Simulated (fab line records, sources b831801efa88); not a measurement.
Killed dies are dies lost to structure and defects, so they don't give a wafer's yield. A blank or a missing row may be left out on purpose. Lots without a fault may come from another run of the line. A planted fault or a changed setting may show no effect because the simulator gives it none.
Which tool did it? | flow sfq_line | 13 lots, 39 wafers sampled, at 4 steps of a route of 325

WHAT THE GAUGES READ, wafer by wafer
SFQ_I0_OVL_MEAS_908. Usual: I0_OVL -2 nm, standard deviation 5.2.
lot  | measured     | on         | I0_OVL (nm) | flag
L331 | day 11 02:19 | overlay-02 | -7 -7 -4    |
L332 | day 11 07:07 | overlay-02 | 7 5 3       |
L333 | day 11 09:31 | overlay-01 | -3 -4 3     |
L338 | day 12 17:57 | overlay-02 | -3 0 2      |
L341 | day 14 01:31 | overlay-01 | 2 12 7      |
L342 | day 14 07:31 | overlay-01 | -3 -7 -5    |
L343 | day 15 01:28 | overlay-02 | -13 -8 -14  |
L346 | day 15 20:37 | overlay-01 | -2 -1 3     |
L347 | day 16 06:13 | overlay-01 | -2 -2 -1    |
L348 | day 16 11:01 | overlay-01 | 3 -4 3      |
L349 | day 16 19:25 | overlay-02 | -4 -8 -10   |
L350 | day 17 02:43 | overlay-01 | -3 -5 4     |
L351 | day 17 09:55 | overlay-01 | -3 -7 -4    |

SFQ_M2_RS_MEAS_914: measures by four-point-probe. Usual: M2_NB_RS 0.889 ohm/sq, standard deviation 0.0095.
lot  | measured     | on            | M2_NB_RS (ohm/sq) | flag
L331 | day 18 09:49 | film_metro-01 | 0.907 0.893 0.901 |
L332 | day 18 13:25 | film_metro-01 | 0.895 0.886 0.902 |
L333 | day 18 15:50 | film_metro-01 | 0.871 0.878 0.867 |
L338 | day 20 10:11 | film_metro-04 | 2.635 0.908 0.910 | OFF
L341 | day 21 14:10 | film_metro-04 | 0.887 0.885 0.890 |
L342 | day 21 20:05 | film_metro-04 | 0.893 0.900 0.882 |
L343 | day 22 10:30 | film_metro-01 | 0.876 0.876 0.874 |
L346 | day 23 07:29 | film_metro-01 | 0.880 0.882 0.883 |
L347 | day 23 14:53 | film_metro-03 | 0.888 0.892 0.889 |
L348 | day 24 02:17 | film_metro-03 | 0.898 0.886 0.895 |
L349 | day 24 15:46 | film_metro-01 | 0.880 0.882 0.879 |
L350 | day 24 22:46 | film_metro-03 | 0.887 0.891 0.886 |
L351 | day 25 08:32 | film_metro-03 | 0.887 0.885 0.882 |

WHICH TOOL RAN EACH LOT (tool, then ch and the chambers of the sampled wafers, then the start)
lot  | SFQ_TRILAYER_L0_BARC_OPEN_METAL_ETCH_010 | SFQ_TRILAYER_M2_DEP_SPUTTER_055
L331 | rie_metal-04 ch 0,1, day 2 23:17         | pvd_sputter-04, day 18 09:42
L332 | rie_metal-01 ch 0, day 3 02:53           | pvd_sputter-05, day 18 13:19
L333 | rie_metal-01 ch 0, day 3 07:58           | pvd_sputter-03, day 18 15:44
L338 | rie_metal-04 ch 0,1, day 4 05:19         | pvd_sputter-04, day 20 10:02
L341 | rie_metal-01 ch 0,1, day 4 23:19         | pvd_sputter-05, day 21 14:01
L342 | rie_metal-04 ch 0,1, day 5 02:53         | pvd_sputter-03, day 21 20:00
L343 | rie_metal-04 ch 0,1, day 5 07:41         | pvd_sputter-05, day 22 10:25
L346 | rie_metal-01 ch 0,1, day 5 19:41         | pvd_sputter-04, day 23 07:24
L347 | rie_metal-01 ch 0,1, day 6 00:29         | pvd_sputter-03, day 23 14:46
L348 | rie_metal-01 ch 0,1, day 6 06:29         | pvd_sputter-03, day 24 02:10
L349 | rie_metal-04 ch 0, day 6 11:19           | pvd_sputter-04, day 24 15:39
L350 | rie_metal-02 ch 0,1, day 6 14:53         | pvd_sputter-05, day 24 22:40
L351 | rie_metal-02 ch 0,1, day 6 21:02         | pvd_sputter-04, day 25 08:27
- SFQ_TRILAYER_L0_BARC_OPEN_METAL_ETCH_010: etches BARC in O2, target depth 125 nm, time 41.7 s.
- SFQ_TRILAYER_M2_DEP_SPUTTER_055: material Nb, target thk 200 nm, time 133.3 s.

WHAT THE TOOLS THEMSELVES READ (means of the sampled wafers that have a number; where no wafer has one, the mark that the record gives instead)
SFQ_TRILAYER_L0_BARC_OPEN_METAL_ETCH_010. Usual: drypump_motor_current_A 5.5 A, standard deviation 0.51; he_backside_leak_sccm 3.51 sccm, standard deviation 0.19; oes_product_au 0.686 a.u., standard deviation 0.005.
lot  | tool         | drypump_motor_current_A (A) | he_backside_leak_sccm (sccm) | oes_product_au (a.u.) | flag
L331 | rie_metal-04 | 5.4                         | 3.34                         | 0.683                 |
L332 | rie_metal-01 | 5.8                         | 3.75                         | 0.686                 |
L333 | rie_metal-01 | 5.8                         | 3.68                         | 0.681                 |
L338 | rie_metal-04 | 5.4                         | 3.41                         | 0.682                 |
L341 | rie_metal-01 | 5.6                         | 3.59                         | 0.690                 |
L342 | rie_metal-04 | 5.5                         | 3.35                         | 0.685                 |
L343 | rie_metal-04 | 5.4                         | 3.60                         | 0.686                 |
L346 | rie_metal-01 | 5.3                         | 3.28                         | 0.689                 |
L347 | rie_metal-01 | 5.5                         | 3.50                         | 0.683                 |
L348 | rie_metal-01 | 5.6                         | 3.37                         | 0.687                 |
L349 | rie_metal-04 | 5.0                         | 3.46                         | 0.687                 |
L350 | rie_metal-02 | 5.1                         | 3.29                         | 0.690                 |
L351 | rie_metal-02 | 5.5                         | 3.57                         | 0.689                 |

SFQ_TRILAYER_M2_DEP_SPUTTER_055. Usual: throttle_valve_pct 29.5 %, standard deviation 1.3.
lot  | tool           | throttle_valve_pct (%) | flag
L331 | pvd_sputter-04 | 28.8                   |
L332 | pvd_sputter-05 | 30.0                   |
L333 | pvd_sputter-03 | 29.4                   |
L338 | pvd_sputter-04 | 29.5                   |
L341 | pvd_sputter-05 | 31.2                   |
L342 | pvd_sputter-03 | 29.5                   |
L343 | pvd_sputter-05 | 29.9                   |
L346 | pvd_sputter-04 | 29.1                   |
L347 | pvd_sputter-03 | 29.6                   |
L348 | pvd_sputter-03 | 29.5                   |
L349 | pvd_sputter-04 | 29.5                   |
L350 | pvd_sputter-05 | 29.5                   |
L351 | pvd_sputter-04 | 28.8                   |

THE ANSWER, worked out from the rows above alone
Rule: a lot is off if the mean of its wafers that have a number lies more than 3 standard deviations from the usual mean. A lot without any number at a reading at which 4 lots or more have one is off too. The other lots that the step has rows for count as sound. The gauges are gone through in route order, then the tools' own readings, and for those a lot's mean is taken as printed above. The first step at which some lot is off is used, and at that step the reading that is off furthest; a lot without a number counts as furthest.
Off: L338, at SFQ_M2_RS_MEAS_914 (M2_NB_RS).
A tool fits if, at a process step before that reading, it ran every lot that is off, and no sound lot after the first of them. The gauges at SFQ_M2_RS_MEAS_914 are tried like those tools. None of those tried fits.

WHAT THE SIMULATOR HAD PUT IN
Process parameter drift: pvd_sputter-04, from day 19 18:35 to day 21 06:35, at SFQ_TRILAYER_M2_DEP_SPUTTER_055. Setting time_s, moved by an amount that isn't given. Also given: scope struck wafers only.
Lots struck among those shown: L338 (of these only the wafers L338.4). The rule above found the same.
